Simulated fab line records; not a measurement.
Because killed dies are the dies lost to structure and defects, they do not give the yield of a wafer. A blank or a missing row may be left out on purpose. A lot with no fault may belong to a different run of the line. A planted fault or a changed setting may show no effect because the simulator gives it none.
fab line records :: flow sky130
record:
  lots: 11
  wafers: 33
  last-day: 50
route steps=708 shown CAPM@539 METAL4@632 VIA4@651 METAL5@670
lots with no fault: from the same line, run without faults
start-h: start of the lot's first displayed wafer, in hours after the record's first day :: wait-h: hours elapsed since this lot's preceding step :: " unchanged from the row above :: L1.1+2: several wafers, shown together as one row :: - no value present, or no start provided :: * or withheld: withheld :: < > ~ a bound
route shown NAME@n: names a module that has steps shown in the file, with the first one's number in the route :: usual: mean and standard deviation over wafers with no fault :: same: alike in all rows :: chamber/n: place in a boat :: sites: each site's reading :: _std_site: standard deviation of those values :: _edge_site: inner sites' mean taken away from outer sites' mean :: radius-mm: how far each site lies from the wafer's centre :: mask NAME#n: copy n :: behind: the most recent tool/chamber to have shaped the wafer :: hold: reason for holding the lot/hours on hold/outcome of the hold :: device: transistor that didn't switch, given as n, p or np :: end of line: the tests these same wafers got at the end of their route :: a step with no rows: only its recipe :: killed: at the first sort, the dies lost to defects and structure; wafer yield is something else :: map: a wafer's dies, marking killed ones x, the rest . and places with no die _
set.NAME: setting as actually run; set.NAME@STEP: the setting as run at that earlier step :: model.NAME: the simulator's own value behind a step, which no gauge read
a sample of lots followed through the steps of the route, with each step as a table and each wafer as a row
services: a tool's chamber out of use, with start hour (start-h, from the record's first day; less than 0 if before it), hours out, and reason
== steps ==
step: SKY_CAPM_SPUTTER_02
recipe:
  material: TiN
  target-thk-nm: 200
  temp-c: 300
  power-w: 6500
  time-s: 166.7
  chamber-pressure-pa: 0.4
usual:
  chamber-pressure-pa: 0.3999/0.00076
  susceptor-temp-C: 300.01/0.19
  throttle-valve-pct: 29.8/0.87
lot.wafer: L570.4
tool: pvd-sputter-02
chamber: -
start-h: 851.17
wait-h: 0.0
chamber-pressure-pa: 0.4007
susceptor-temp-C: 299.98
throttle-valve-pct: 30.8

lot.wafer: L570.5
tool: pvd-sputter-02
chamber: -
start-h: 851.17
wait-h: 0.0
chamber-pressure-pa: 0.3998
susceptor-temp-C: 299.88
throttle-valve-pct: 31.5

lot.wafer: L570.6
tool: pvd-sputter-02
chamber: -
start-h: 851.17
wait-h: 0.0
chamber-pressure-pa: 0.4003
susceptor-temp-C: 299.63
throttle-valve-pct: 29.1

lot.wafer: L572.2
tool: pvd-sputter-03
chamber: -
start-h: 860.40
wait-h: 0.0
chamber-pressure-pa: 0.4000
susceptor-temp-C: 299.95
throttle-valve-pct: 29.2

lot.wafer: L572.3
tool: pvd-sputter-03
chamber: -
start-h: 860.40
wait-h: 0.0
chamber-pressure-pa: 0.4004
susceptor-temp-C: 299.66
throttle-valve-pct: 28.9

lot.wafer: L572.6
tool: pvd-sputter-03
chamber: -
start-h: 860.40
wait-h: 0.0
chamber-pressure-pa: 0.4004
susceptor-temp-C: 300.01
throttle-valve-pct: 29.6

lot.wafer: L571.1
tool: pvd-sputter-02
chamber: -
start-h: 864.12
wait-h: 0.1
chamber-pressure-pa: 0.3987
susceptor-temp-C: 299.91
throttle-valve-pct: 30.5

lot.wafer: L571.2
tool: pvd-sputter-02
chamber: -
start-h: 864.12
wait-h: 0.1
chamber-pressure-pa: 0.3988
susceptor-temp-C: 299.79
throttle-valve-pct: 30.4

lot.wafer: L571.3
tool: pvd-sputter-02
chamber: -
start-h: 864.12
wait-h: 0.1
chamber-pressure-pa: 0.3994
susceptor-temp-C: 300.11
throttle-valve-pct: 29.2

lot.wafer: L575.1
tool: pvd-sputter-03
chamber: -
start-h: 897.35
wait-h: 0.1
chamber-pressure-pa: 0.3993
susceptor-temp-C: 299.81
throttle-valve-pct: 29.8

lot.wafer: L575.2
tool: pvd-sputter-03
chamber: -
start-h: 897.35
wait-h: 0.1
chamber-pressure-pa: 0.4005
susceptor-temp-C: 300.11
throttle-valve-pct: 29.4

lot.wafer: L575.5
tool: pvd-sputter-03
chamber: -
start-h: 897.35
wait-h: 0.1
chamber-pressure-pa: 0.4000
susceptor-temp-C: 300.12
throttle-valve-pct: 29.0

lot.wafer: L576.2
tool: pvd-sputter-03
chamber: -
start-h: 906.98
wait-h: 0.0
chamber-pressure-pa: 0.4016
susceptor-temp-C: 300.29
throttle-valve-pct: 29.0

lot.wafer: L576.3
tool: pvd-sputter-03
chamber: -
start-h: 906.98
wait-h: 0.0
chamber-pressure-pa: 0.4001
susceptor-temp-C: 299.74
throttle-valve-pct: 29.3

lot.wafer: L576.6
tool: pvd-sputter-03
chamber: -
start-h: 906.98
wait-h: 0.0
chamber-pressure-pa: 0.3995
susceptor-temp-C: 300.01
throttle-valve-pct: 29.6

lot.wafer: L577.2
tool: pvd-sputter-03
chamber: -
start-h: 911.35
wait-h: 0.0
chamber-pressure-pa: 0.3986
susceptor-temp-C: 300.12
throttle-valve-pct: 29.6

lot.wafer: L577.5
tool: pvd-sputter-03
chamber: -
start-h: 911.35
wait-h: 0.0
chamber-pressure-pa: 0.3994
susceptor-temp-C: 300.57
throttle-valve-pct: 29.8

lot.wafer: L577.6
tool: pvd-sputter-03
chamber: -
start-h: 911.35
wait-h: 0.0
chamber-pressure-pa: 0.4012
susceptor-temp-C: 299.71
throttle-valve-pct: 29.2

lot.wafer: L578.3
tool: pvd-sputter-03
chamber: -
start-h: 919.15
wait-h: 0.0
chamber-pressure-pa: 0.4007
susceptor-temp-C: 300.18
throttle-valve-pct: 29.0

lot.wafer: L578.4
tool: pvd-sputter-03
chamber: -
start-h: 919.15
wait-h: 0.0
chamber-pressure-pa: 0.4005
susceptor-temp-C: 299.95
throttle-valve-pct: 29.7

lot.wafer: L578.6
tool: pvd-sputter-03
chamber: -
start-h: 919.15
wait-h: 0.0
chamber-pressure-pa: 0.4009
susceptor-temp-C: 300.15
throttle-valve-pct: 28.8

lot.wafer: L582.2
tool: pvd-sputter-01
chamber: -
start-h: 940.32
wait-h: 0.0
chamber-pressure-pa: 0.4001
susceptor-temp-C: 299.61
throttle-valve-pct: 29.5

lot.wafer: L582.3
tool: pvd-sputter-01
chamber: -
start-h: 940.32
wait-h: 0.0
chamber-pressure-pa: 0.3992
susceptor-temp-C: 299.88
throttle-valve-pct: 30.5

lot.wafer: L582.6
tool: pvd-sputter-01
chamber: -
start-h: 940.32
wait-h: 0.0
chamber-pressure-pa: 0.3987
susceptor-temp-C: 300.15
throttle-valve-pct: 30.3

lot.wafer: L587.2
tool: pvd-sputter-01
chamber: -
start-h: 973.81
wait-h: 0.0
chamber-pressure-pa: 0.4003
susceptor-temp-C: 300.24
throttle-valve-pct: 30.1

lot.wafer: L587.4
tool: pvd-sputter-01
chamber: -
start-h: 973.81
wait-h: 0.0
chamber-pressure-pa: 0.4001
susceptor-temp-C: 300.21
throttle-valve-pct: 28.7

lot.wafer: L587.5
tool: pvd-sputter-01
chamber: -
start-h: 973.81
wait-h: 0.0
chamber-pressure-pa: 0.4003
susceptor-temp-C: 299.87
throttle-valve-pct: 28.6

lot.wafer: L589.1
tool: pvd-sputter-02
chamber: -
start-h: 983.42
wait-h: 0.1
chamber-pressure-pa: 0.4004
susceptor-temp-C: 300.19
throttle-valve-pct: 31.6

lot.wafer: L589.2
tool: pvd-sputter-02
chamber: -
start-h: 983.42
wait-h: 0.1
chamber-pressure-pa: 0.3992
susceptor-temp-C: 300.04
throttle-valve-pct: 29.1

lot.wafer: L589.6
tool: pvd-sputter-02
chamber: -
start-h: 983.42
wait-h: 0.1
chamber-pressure-pa: 0.3999
susceptor-temp-C: 299.96
throttle-valve-pct: 30.6

lot.wafer: L593.1
tool: pvd-sputter-03
chamber: -
start-h: 1021.60
wait-h: 0.1
chamber-pressure-pa: 0.3995
susceptor-temp-C: 299.61
throttle-valve-pct: 28.5

lot.wafer: L593.5
tool: pvd-sputter-03
chamber: -
start-h: 1021.60
wait-h: 0.1
chamber-pressure-pa: 0.3991
susceptor-temp-C: 300.27
throttle-valve-pct: 29.9

lot.wafer: L593.6
tool: pvd-sputter-03
chamber: -
start-h: 1021.60
wait-h: 0.1
chamber-pressure-pa: 0.3992
susceptor-temp-C: 299.76
throttle-valve-pct: 28.9
step: SKY_METAL4_ETCH_16
recipe:
  chemistry: N2/H2
  target: BARC
  ion-energy-ev: 200
  bias-w: 100
  pressure-mtorr: 30
  n2-flow-sccm: 100
  h2-flow-sccm: 200
  icp-w: 500
  stop-on: SiO2
  time-s: 88.2
  target-depth-a: 600
usual:
  bias-w: 100.01/0.3
  drypump-motor-current-A: 5.7/0.5
  oes-product-au: 0.626/0.0042
  throttle-valve-pct: 13.204/0.0097
lot.wafer: L570.4
tool: rie-metal-01
chamber: 0
start-h: 979.58
wait-h: 0.0
bias-w: 99.76
drypump-motor-current-A: 5.4
oes-product-au: 0.635
rf-hours-counter-h: -
throttle-valve-pct: 13.209

lot.wafer: L570.5
tool: rie-metal-01
chamber: 0
start-h: 979.58
wait-h: 0.0
bias-w: 99.71
drypump-motor-current-A: 5.4
oes-product-au: 0.622
rf-hours-counter-h: -
throttle-valve-pct: 13.197

lot.wafer: L570.6
tool: rie-metal-01
chamber: 1
start-h: 979.58
wait-h: 0.0
bias-w: 100.29
drypump-motor-current-A: 5.1
oes-product-au: 0.628
rf-hours-counter-h: -
throttle-valve-pct: 13.189

lot.wafer: L572.2
tool: rie-metal-02
chamber: 1
start-h: 987.32
wait-h: 0.0
bias-w: 99.55
drypump-motor-current-A: 6.4
oes-product-au: 0.620
rf-hours-counter-h: 6
throttle-valve-pct: 13.208

lot.wafer: L572.3
tool: rie-metal-02
chamber: 1
start-h: 987.32
wait-h: 0.0
bias-w: 100.02
drypump-motor-current-A: 6.4
oes-product-au: 0.619
rf-hours-counter-h: -
throttle-valve-pct: 13.220

lot.wafer: L572.6
tool: rie-metal-02
chamber: 1
start-h: 987.32
wait-h: 0.0
bias-w: 99.91
drypump-motor-current-A: 6.4
oes-product-au: 0.619
rf-hours-counter-h: -
throttle-valve-pct: 13.194

lot.wafer: L571.1
tool: rie-metal-03
chamber: 1
start-h: 990.78
wait-h: 0.1
bias-w: 99.95
drypump-motor-current-A: 5.8
oes-product-au: 0.621
rf-hours-counter-h: 9
throttle-valve-pct: 13.217

lot.wafer: L571.2
tool: rie-metal-03
chamber: 1
start-h: 990.78
wait-h: 0.1
bias-w: 100.11
drypump-motor-current-A: 5.7
oes-product-au: 0.629
rf-hours-counter-h: -
throttle-valve-pct: 13.215

lot.wafer: L571.3
tool: rie-metal-03
chamber: 1
start-h: 990.78
wait-h: 0.1
bias-w: 99.67
drypump-motor-current-A: 5.7
oes-product-au: 0.628
rf-hours-counter-h: -
throttle-valve-pct: 13.203

lot.wafer: L575.1
tool: rie-metal-03
chamber: 1
start-h: 1021.38
wait-h: 0.1
bias-w: 100.14
drypump-motor-current-A: 5.7
oes-product-au: 0.625
rf-hours-counter-h: 13
throttle-valve-pct: 13.189

lot.wafer: L575.2
tool: rie-metal-03
chamber: 1
start-h: 1021.38
wait-h: 0.1
bias-w: 99.40
drypump-motor-current-A: 5.7
oes-product-au: 0.625
rf-hours-counter-h: -
throttle-valve-pct: 13.191

lot.wafer: L575.5
tool: rie-metal-03
chamber: 1
start-h: 1021.38
wait-h: 0.1
bias-w: 100.25
drypump-motor-current-A: 5.7
oes-product-au: 0.629
rf-hours-counter-h: -
throttle-valve-pct: 13.221

lot.wafer: L576.2
tool: rie-metal-01
chamber: 1
start-h: 1030.74
wait-h: 0.0
bias-w: 99.90
drypump-motor-current-A: 5.1
oes-product-au: 0.620
rf-hours-counter-h: 1
throttle-valve-pct: 13.189

lot.wafer: L576.3
tool: rie-metal-01
chamber: 1
start-h: 1030.74
wait-h: 0.0
bias-w: 99.65
drypump-motor-current-A: 5.1
oes-product-au: 0.624
rf-hours-counter-h: -
throttle-valve-pct: 13.212

lot.wafer: L576.6
tool: rie-metal-01
chamber: 0
start-h: 1030.74
wait-h: 0.0
bias-w: 100.38
drypump-motor-current-A: 5.4
oes-product-au: 0.629
rf-hours-counter-h: -
throttle-valve-pct: 13.193

lot.wafer: L577.2
tool: rie-metal-02
chamber: 0
start-h: 1034.54
wait-h: 0.0
bias-w: 99.89
drypump-motor-current-A: 6.5
oes-product-au: 0.632
rf-hours-counter-h: 5
throttle-valve-pct: 13.215

lot.wafer: L577.5
tool: rie-metal-02
chamber: 0
start-h: 1034.54
wait-h: 0.0
bias-w: 99.88
drypump-motor-current-A: 6.5
oes-product-au: 0.630
rf-hours-counter-h: -
throttle-valve-pct: 13.202

lot.wafer: L577.6
tool: rie-metal-02
chamber: 1
start-h: 1034.54
wait-h: 0.0
bias-w: 99.89
drypump-motor-current-A: 6.3
oes-product-au: 0.631
rf-hours-counter-h: -
throttle-valve-pct: 13.202

lot.wafer: L578.3
tool: rie-metal-03
chamber: 1
start-h: 1041.57
wait-h: 0.1
bias-w: 100.01
drypump-motor-current-A: 5.7
oes-product-au: 0.628
rf-hours-counter-h: -
throttle-valve-pct: 13.196

lot.wafer: L578.4
tool: rie-metal-03
chamber: 1
start-h: 1041.57
wait-h: 0.1
bias-w: 100.79
drypump-motor-current-A: 5.7
oes-product-au: 0.628
rf-hours-counter-h: -
throttle-valve-pct: 13.212

lot.wafer: L578.6
tool: rie-metal-03
chamber: 1
start-h: 1041.57
wait-h: 0.1
bias-w: 100.82
drypump-motor-current-A: 5.7
oes-product-au: 0.628
rf-hours-counter-h: -
throttle-valve-pct: 13.211

lot.wafer: L582.2
tool: rie-metal-03
chamber: 0
start-h: 1059.75
wait-h: 0.0
bias-w: 99.86
drypump-motor-current-A: 5.0
oes-product-au: 0.627
rf-hours-counter-h: 16
throttle-valve-pct: 13.192

lot.wafer: L582.3
tool: rie-metal-03
chamber: 1
start-h: 1059.75
wait-h: 0.0
bias-w: 99.85
drypump-motor-current-A: 5.7
oes-product-au: 0.623
rf-hours-counter-h: -
throttle-valve-pct: 13.201

lot.wafer: L582.6
tool: rie-metal-03
chamber: 0
start-h: 1059.75
wait-h: 0.0
bias-w: 99.76
drypump-motor-current-A: 5.1
oes-product-au: 0.629
rf-hours-counter-h: -
throttle-valve-pct: 13.211

lot.wafer: L587.2
tool: rie-metal-01
chamber: 0
start-h: 1088.69
wait-h: 0.0
bias-w: 100.44
drypump-motor-current-A: 5.4
oes-product-au: 0.622
rf-hours-counter-h: 19
throttle-valve-pct: 13.195

lot.wafer: L587.4
tool: rie-metal-01
chamber: 0
start-h: 1088.69
wait-h: 0.0
bias-w: 100.24
drypump-motor-current-A: 5.5
oes-product-au: 0.628
rf-hours-counter-h: -
throttle-valve-pct: 13.209

lot.wafer: L587.5
tool: rie-metal-01
chamber: 0
start-h: 1088.69
wait-h: 0.0
bias-w: 100.52
drypump-motor-current-A: 5.4
oes-product-au: 0.625
rf-hours-counter-h: -
throttle-valve-pct: 13.201

lot.wafer: L589.1
tool: rie-metal-01
chamber: 0
start-h: 1097.74
wait-h: 0.0
bias-w: 99.96
drypump-motor-current-A: 5.4
oes-product-au: 0.623
rf-hours-counter-h: 19
throttle-valve-pct: 13.211

lot.wafer: L589.2
tool: rie-metal-01
chamber: 1
start-h: 1097.74
wait-h: 0.0
bias-w: 100.12
drypump-motor-current-A: 5.1
oes-product-au: 0.627
rf-hours-counter-h: 5
throttle-valve-pct: 13.210

lot.wafer: L589.6
tool: rie-metal-01
chamber: 0
start-h: 1097.74
wait-h: 0.0
bias-w: 100.49
drypump-motor-current-A: 5.4
oes-product-au: 0.639
rf-hours-counter-h: -
throttle-valve-pct: 13.202

lot.wafer: L593.1
tool: rie-metal-03
chamber: 1
start-h: 1132.30
wait-h: 0.0
bias-w: 100.50
drypump-motor-current-A: 5.7
oes-product-au: 0.634
rf-hours-counter-h: 24
throttle-valve-pct: 13.191

lot.wafer: L593.5
tool: rie-metal-03
chamber: 1
start-h: 1132.30
wait-h: 0.0
bias-w: 100.05
drypump-motor-current-A: 5.7
oes-product-au: 0.624
rf-hours-counter-h: -
throttle-valve-pct: 13.198

lot.wafer: L593.6
tool: rie-metal-03
chamber: 0
start-h: 1132.30
wait-h: 0.0
bias-w: 99.54
drypump-motor-current-A: 5.1
oes-product-au: 0.627
rf-hours-counter-h: -
throttle-valve-pct: 13.216
step: SKY_VIA4_ETCH_12
recipe:
  target: SiO2
  chemistry: C4F8/O2/Ar
  stop-on: TiN
  mask-material: NOVOLAK
  source-w: 1500
  bias-w: 1200
  pressure-mtorr: 40
  c4f8-flow-sccm: withheld
  O2_flow_sccm: 6
  Ar_flow_sccm: 300
  time-s: withheld
  target-depth-a: 5800
usual:
  bias-w: 1201/3.7
  oes-product-au: 0.925/0.0047
lot.wafer: L570.4
tool: rie-diel-01
chamber: 2
start-h: 1004.24
wait-h: 0.0
bias-w: 1199
oes-product-au: 0.924

lot.wafer: L570.5
tool: rie-diel-01
chamber: 2
start-h: 1004.24
wait-h: 0.0
bias-w: 1196
oes-product-au: 0.937

lot.wafer: L570.6
tool: rie-diel-01
chamber: 3
start-h: 1004.24
wait-h: 0.0
bias-w: 1199
oes-product-au: 0.929

lot.wafer: L572.2
tool: rie-diel-03
chamber: 2
start-h: 1012.25
wait-h: 0.0
bias-w: 1199
oes-product-au: 0.926

lot.wafer: L572.3
tool: rie-diel-03
chamber: 2
start-h: 1012.25
wait-h: 0.0
bias-w: 1192
oes-product-au: 0.925

lot.wafer: L572.6
tool: rie-diel-03
chamber: 2
start-h: 1012.25
wait-h: 0.0
bias-w: 1202
oes-product-au: 0.920

lot.wafer: L571.1
tool: rie-diel-02
chamber: 1
start-h: 1014.88
wait-h: 0.0
bias-w: 1197
oes-product-au: 0.928

lot.wafer: L571.2
tool: rie-diel-02
chamber: 0
start-h: 1014.88
wait-h: 0.0
bias-w: 1195
oes-product-au: 0.924

lot.wafer: L571.3
tool: rie-diel-02
chamber: 2
start-h: 1014.88
wait-h: 0.0
bias-w: 1202
oes-product-au: 0.912

lot.wafer: L575.1
tool: rie-diel-03
chamber: 3
start-h: 1044.44
wait-h: 0.0
bias-w: 1197
oes-product-au: 0.927

lot.wafer: L575.2
tool: rie-diel-03
chamber: 1
start-h: 1044.44
wait-h: 0.0
bias-w: 1198
oes-product-au: 0.928

lot.wafer: L575.5
tool: rie-diel-03
chamber: 2
start-h: 1044.44
wait-h: 0.0
bias-w: 1194
oes-product-au: 0.924

lot.wafer: L576.2
tool: rie-diel-01
chamber: 3
start-h: 1053.95
wait-h: 0.0
bias-w: 1205
oes-product-au: 0.915

lot.wafer: L576.3
tool: rie-diel-01
chamber: 2
start-h: 1053.95
wait-h: 0.0
bias-w: 1201
oes-product-au: 0.927

lot.wafer: L576.6
tool: rie-diel-01
chamber: 1
start-h: 1053.95
wait-h: 0.0
bias-w: 1203
oes-product-au: 0.928

lot.wafer: L577.2
tool: rie-diel-03
chamber: 2
start-h: 1057.84
wait-h: 0.0
bias-w: 1204
oes-product-au: 0.929

lot.wafer: L577.5
tool: rie-diel-03
chamber: 1
start-h: 1057.84
wait-h: 0.0
bias-w: 1201
oes-product-au: 0.917

lot.wafer: L577.6
tool: rie-diel-03
chamber: 2
start-h: 1057.84
wait-h: 0.0
bias-w: 1200
oes-product-au: 0.928

lot.wafer: L578.3
tool: rie-diel-03
chamber: 3
start-h: 1064.64
wait-h: 0.0
bias-w: 1195
oes-product-au: 0.926

lot.wafer: L578.4
tool: rie-diel-03
chamber: 2
start-h: 1064.64
wait-h: 0.0
bias-w: 1200
oes-product-au: 0.921

lot.wafer: L578.6
tool: rie-diel-03
chamber: 0
start-h: 1064.64
wait-h: 0.0
bias-w: 1204
oes-product-au: 0.928

lot.wafer: L582.2
tool: rie-diel-03
chamber: 0
start-h: 1081.99
wait-h: 0.0
bias-w: 1199
oes-product-au: 0.919

lot.wafer: L582.3
tool: rie-diel-03
chamber: 2
start-h: 1081.99
wait-h: 0.0
bias-w: 1202
oes-product-au: 0.919

lot.wafer: L582.6
tool: rie-diel-03
chamber: 0
start-h: 1081.99
wait-h: 0.0
bias-w: 1203
oes-product-au: 0.924

lot.wafer: L587.2
tool: rie-diel-02
chamber: 0
start-h: 1110.39
wait-h: 0.0
bias-w: 1206
oes-product-au: 0.927

lot.wafer: L587.4
tool: rie-diel-02
chamber: 3
start-h: 1110.39
wait-h: 0.0
bias-w: 1195
oes-product-au: 0.929

lot.wafer: L587.5
tool: rie-diel-02
chamber: 2
start-h: 1110.39
wait-h: 0.0
bias-w: 1204
oes-product-au: 0.929

lot.wafer: L589.1
tool: rie-diel-03
chamber: 1
start-h: 1119.35
wait-h: 0.0
bias-w: 1199
oes-product-au: 0.926

lot.wafer: L589.2
tool: rie-diel-03
chamber: 3
start-h: 1119.35
wait-h: 0.0
bias-w: 1198
oes-product-au: 0.931

lot.wafer: L589.6
tool: rie-diel-03
chamber: 0
start-h: 1119.35
wait-h: 0.0
bias-w: 1202
oes-product-au: 0.915

lot.wafer: L593.1
tool: rie-diel-01
chamber: 1
start-h: 1152.49
wait-h: 0.0
bias-w: 1195
oes-product-au: 0.933

lot.wafer: L593.5
tool: rie-diel-01
chamber: 2
start-h: 1152.49
wait-h: 0.0
bias-w: 1199
oes-product-au: 0.918

lot.wafer: L593.6
tool: rie-diel-01
chamber: 1
start-h: 1152.49
wait-h: 0.0
bias-w: 1197
oes-product-au: 0.922
step: SKY_METAL5_COAT_09
recipe:
  resist: NOVOLAK
  spin-rpm: 3000
  resist-thk-nm: 1800
usual:
  spin-speed-rpm: 3000.1/2.1
lot.wafer: L570.4
tool: litho-track-04
chamber: 0
start-h: 1017.43
wait-h: 0.1
spin-speed-rpm: 2999.8

lot.wafer: L570.5
tool: litho-track-04
chamber: 0
start-h: 1017.43
wait-h: 0.1
spin-speed-rpm: 2999.2

lot.wafer: L570.6
tool: litho-track-04
chamber: 0
start-h: 1017.43
wait-h: 0.1
spin-speed-rpm: 3002.1

lot.wafer: L572.2
tool: litho-track-03
chamber: 0
start-h: 1025.06
wait-h: 0.1
spin-speed-rpm: 2999.0

lot.wafer: L572.3
tool: litho-track-03
chamber: 0
start-h: 1025.06
wait-h: 0.1
spin-speed-rpm: 2998.0

lot.wafer: L572.6
tool: litho-track-03
chamber: 0
start-h: 1025.06
wait-h: 0.1
spin-speed-rpm: 2998.6

lot.wafer: L571.1
tool: litho-track-04
chamber: 0
start-h: 1027.06
wait-h: 0.1
spin-speed-rpm: 2997.7

lot.wafer: L571.2
tool: litho-track-04
chamber: 0
start-h: 1027.06
wait-h: 0.1
spin-speed-rpm: 2998.8

lot.wafer: L571.3
tool: litho-track-04
chamber: 0
start-h: 1027.06
wait-h: 0.1
spin-speed-rpm: 3001.8

lot.wafer: L575.1
tool: litho-track-02
chamber: 0
start-h: 1056.91
wait-h: 0.1
spin-speed-rpm: 3002.6

lot.wafer: L575.2
tool: litho-track-02
chamber: 0
start-h: 1056.91
wait-h: 0.1
spin-speed-rpm: 2997.9

lot.wafer: L575.5
tool: litho-track-02
chamber: 0
start-h: 1056.91
wait-h: 0.1
spin-speed-rpm: 3000.7

lot.wafer: L576.2
tool: litho-track-03
chamber: 0
start-h: 1066.26
wait-h: 0.1
spin-speed-rpm: 2999.2

lot.wafer: L576.3
tool: litho-track-03
chamber: 0
start-h: 1066.26
wait-h: 0.1
spin-speed-rpm: 3003.8

lot.wafer: L576.6
tool: litho-track-03
chamber: 0
start-h: 1066.26
wait-h: 0.1
spin-speed-rpm: 2998.7

lot.wafer: L577.2
tool: litho-track-04
chamber: 0
start-h: 1069.63
wait-h: 0.1
spin-speed-rpm: 2998.6

lot.wafer: L577.5
tool: litho-track-04
chamber: 0
start-h: 1069.63
wait-h: 0.1
spin-speed-rpm: 2999.5

lot.wafer: L577.6
tool: litho-track-04
chamber: 0
start-h: 1069.63
wait-h: 0.1
spin-speed-rpm: 2999.1

lot.wafer: L578.3
tool: litho-track-03
chamber: 0
start-h: 1075.93
wait-h: 0.1
spin-speed-rpm: 3000.0

lot.wafer: L578.4
tool: litho-track-03
chamber: 0
start-h: 1075.93
wait-h: 0.1
spin-speed-rpm: 3001.3

lot.wafer: L578.6
tool: litho-track-03
chamber: 0
start-h: 1075.93
wait-h: 0.1
spin-speed-rpm: 2999.9

lot.wafer: L582.2
tool: litho-track-04
chamber: 0
start-h: 1093.73
wait-h: 0.1
spin-speed-rpm: 3004.6

lot.wafer: L582.3
tool: litho-track-04
chamber: 0
start-h: 1093.73
wait-h: 0.1
spin-speed-rpm: 3001.3

lot.wafer: L582.6
tool: litho-track-04
chamber: 0
start-h: 1093.73
wait-h: 0.1
spin-speed-rpm: 3002.1

lot.wafer: L587.2
tool: litho-track-03
chamber: 0
start-h: 1121.81
wait-h: 0.1
spin-speed-rpm: 2943.5

lot.wafer: L587.4
tool: litho-track-03
chamber: 0
start-h: 1121.81
wait-h: 0.1
spin-speed-rpm: 2946.5

lot.wafer: L587.5
tool: litho-track-03
chamber: 0
start-h: 1121.81
wait-h: 0.1
spin-speed-rpm: 2944.6

lot.wafer: L589.1
tool: litho-track-03
chamber: 0
start-h: 1131.58
wait-h: 0.1
spin-speed-rpm: 2945.3

lot.wafer: L589.2
tool: litho-track-03
chamber: 0
start-h: 1131.58
wait-h: 0.1
spin-speed-rpm: 2943.8

lot.wafer: L589.6
tool: litho-track-03
chamber: 0
start-h: 1131.58
wait-h: 0.1
spin-speed-rpm: 2944.9

lot.wafer: L593.1
tool: litho-track-04
chamber: 0
start-h: 1161.81
wait-h: 0.1
spin-speed-rpm: 2998.2

lot.wafer: L593.5
tool: litho-track-04
chamber: 0
start-h: 1161.81
wait-h: 0.1
spin-speed-rpm: 2998.2

lot.wafer: L593.6
tool: litho-track-04
chamber: 0
start-h: 1161.81
wait-h: 0.1
spin-speed-rpm: 3000.3
== services ==
tool: rie-diel-02
chamber: -
start-h: 851.03
hours: 0.2
kind: repair

tool: rie-diel-03
chamber: 3
start-h: 859.84
hours: 3.5
kind: repair

tool: pvd-sputter-03
chamber: -
start-h: 873.15
hours: 0.5
kind: repair

tool: rie-metal-01
chamber: 0
start-h: 873.71
hours: 8.3
kind: repair

tool: rie-diel-03
chamber: 0
start-h: 874.78
hours: 11.9
kind: repair

tool: rie-diel-01
chamber: 1
start-h: 876.91
hours: 86.9
kind: repair

tool: rie-diel-02
chamber: 0
start-h: 876.93
hours: 2.8
kind: repair

tool: rie-metal-01
chamber: 0
start-h: 892.26
hours: 5.2
kind: repair

tool: rie-metal-03
chamber: -
start-h: 901.08
hours: 0.5
kind: repair

tool: rie-diel-01
chamber: 2
start-h: 913.82
hours: 1.8
kind: repair

tool: pvd-sputter-01
chamber: -
start-h: 923.22
hours: 5.2
kind: repair

tool: rie-diel-03
chamber: 1
start-h: 929.57
hours: 8.1
kind: repair

tool: rie-metal-03
chamber: 0
start-h: 933.68
hours: 112.1
kind: repair

tool: rie-diel-03
chamber: 0
start-h: 941.26
hours: 2.2
kind: repair

tool: rie-diel-03
chamber: -
start-h: 1007.99
hours: 0.1
kind: repair

tool: rie-diel-03
chamber: 1
start-h: 1009.87
hours: 3.2
kind: repair

tool: rie-diel-03
chamber: 3
start-h: 1011.49
hours: 8.2
kind: repair

tool: rie-diel-01
chamber: -
start-h: 1026.96
hours: 0.9
kind: repair

tool: pvd-sputter-02
chamber: -
start-h: 1027.54
hours: 0.5
kind: repair

tool: rie-diel-03
chamber: 2
start-h: 1088.30
hours: 2.2
kind: repair

tool: rie-diel-01
chamber: 1
start-h: 1089.77
hours: 8.5
kind: repair

tool: rie-metal-01
chamber: 1
start-h: 1109.47
hours: 16.3
kind: repair

tool: rie-metal-03
chamber: -
start-h: 1133.08
hours: 28.1
kind: pm

tool: rie-diel-01
chamber: 3
start-h: 1150.25
hours: 9.7
kind: repair
== key ==
first-sign:
  step: SKY_METAL5_COAT_09
  reading: spin-speed-rpm
  direction: down
  sigmas: 27
  usual: 3000.1
  struck: 2944.8
effect none on later readings
met-at SKY_METAL5_COAT_09
struck-lots L587,L589
not-acting-at SKY_CAPM_SPUTTER_02,SKY_METAL4_ETCH_16,SKY_VIA4_ETCH_12
onset-between 1075.93 1121.81
fault:
  kind: process-parameter-drift
  tool: litho-track-03
  chamber: -
  onset-h: 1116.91
  steps: SKY_METAL5_COAT_09
  channel: spin-rpm
  offset: -55.114
  shape: step
  end-h: 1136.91
  acts-in: these-recipes-only
  stated: 3000
